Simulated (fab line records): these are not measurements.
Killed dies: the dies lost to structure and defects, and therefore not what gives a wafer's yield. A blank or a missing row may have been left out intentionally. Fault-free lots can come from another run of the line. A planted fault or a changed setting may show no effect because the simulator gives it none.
Struck lot and sound lot, side by side -- flow gf180mcu -- 16 steps out of a route of 602
Sound: the wafers L556.2, L556.4, L556.5. Struck: wafer L564.4. (L564.1, L564.3 of the same lot were not struck and are left out.) The cause comes at the end.
Order at every step that has rows: each side's tool, ch and its chambers, its first start. Under that, the readings that differ: sound wafers -- struck wafers -- difference of the means -- sigmas: that difference in standard deviations of wafers without a fault.
alike: words and numbers the same on both sides, and readings whose means are apart by under 2 such deviations; not compared: readings that were withheld, readings missing a value for some wafer, numbers with overlapping values and no deviation given by the record, and bounds like >300 which may hide the same value.
The two part at a step that has a row with sigmas, a row that says differs or no value, or rows on one side only. Numbers that have no deviation but don't overlap get no sigmas and don't part them. A reading missing from all wafers of one side parts the sides only when that side holds two or more wafers.

first, 3 steps without rows for these wafers: GF_V5_EXPOSE_11 (exposes mask Via5, target cd 260 nm); GF_V5_PEB_12 (peb time 90 s); GF_V5_DEVELOP_13 (develop time 60 s).
GF_V5_CD_MEAS_14: target cd 260 nm.
  struck on cd-sem-02, day 30 00:26; sound on cd-sem-02, day 27 12:04
  alike: cd-nm
GF_V5_OVL_MEAS_15:
  struck on overlay-02, day 30 00:33; sound on overlay-02, day 27 12:10
  alike: V5_OVL
GF_V5_ETCH_16: etches BARC in N2/H2.
  sound on rie-diel-01 ch 0,2, day 27 12:12; struck on rie-diel-01 ch 2, day 30 00:35
  alike: drypump-motor-current-A, oes-product-au, throttle-valve-pct
GF_V5_ETCH_17: etches SiO2 in C4F8/O2/Ar, stops on TiN, target depth 855 nm.
  sound: rie-diel-01 ch 0,2; struck: rie-diel-01 ch 2
  alike: oes-product-au
GF_V5_STRIP_18: strips in O2/N2.
  sound on plasma-asher-02 ch 0,1, day 27 12:22; struck on plasma-asher-02 ch 0, day 30 00:44
reading,sound,struck,difference,sigmas
o2-flow-sccm (sccm),2992 2993 2992,3022,+30,+4
  alike: drypump-motor-current-A, heater-power-w, oes-product-au
  not compared: rf-hours-counter-h
then, 3 steps without rows for these wafers: GF_V5_STRIP_19 (strips in post etch residue remover, time 1200 s); GF_V5_CLEAN_20 (cleans in DIW); GF_V5_SPUTTER_21 (material Ti, target thk 15 nm, time 80.02 s).
GF_V5_SPUTTER_22: material TiN, target thk 10 nm, time 40 s.
  struck on pvd-sputter-02, day 30 01:21; sound on pvd-sputter-03, day 27 13:18
  alike: throttle-valve-pct
GF_V5_CVD_23: deposits W, target thk 350 nm, time 104.9 s.
  sound on cvd-w-01 ch 1, day 27 13:20; struck on cvd-w-01 ch 1, day 30 01:23
reading,sound,struck,difference,sigmas
chamber-pressure-Torr (Torr),40.03 39.86 39.91,34.53,-5.40,-61
model.W_of_V5_CVD_23.thk-nm (nm),351.1 345.5 349.1,327,-22,
  alike: heater-power-w
GF_V5_RS_MEAS_24: the measuring method here is four-point-probe.
  struck on film-metro-02, day 30 01:30; sound on film-metro-02, day 27 13:28
reading,sound,struck,difference,sigmas
V5_W_RS (ohm/sq),0.3254 0.3317 0.3285,0.3501,+0.0216,+8
GF_V5_THK_MEAS_25: measures by xrf.
  struck on film-metro-02, day 30 01:37; sound on film-metro-02, day 27 13:35
reading,sound,struck,difference,sigmas
V5_W_THK (nm),339.5 335.2 337.5,316.4,-21.0,-8
GF_V5_CMP_26: polishes, stops on SiO2, t overpolish 15 s, target thk 0 nm.
  sound on cmp-01 ch 0,3, day 27 13:38; struck on cmp-01 ch 1, day 30 01:56
reading,sound,struck,difference,sigmas
motor-current-A (A),12.3 10.0 9.6,13.1,+2.5,+2

== WHERE THEY PART ==
Earliest at GF_V5_STRIP_18; latest, in this record, at GF_V5_CMP_26.

WHY: what the simulator had put in
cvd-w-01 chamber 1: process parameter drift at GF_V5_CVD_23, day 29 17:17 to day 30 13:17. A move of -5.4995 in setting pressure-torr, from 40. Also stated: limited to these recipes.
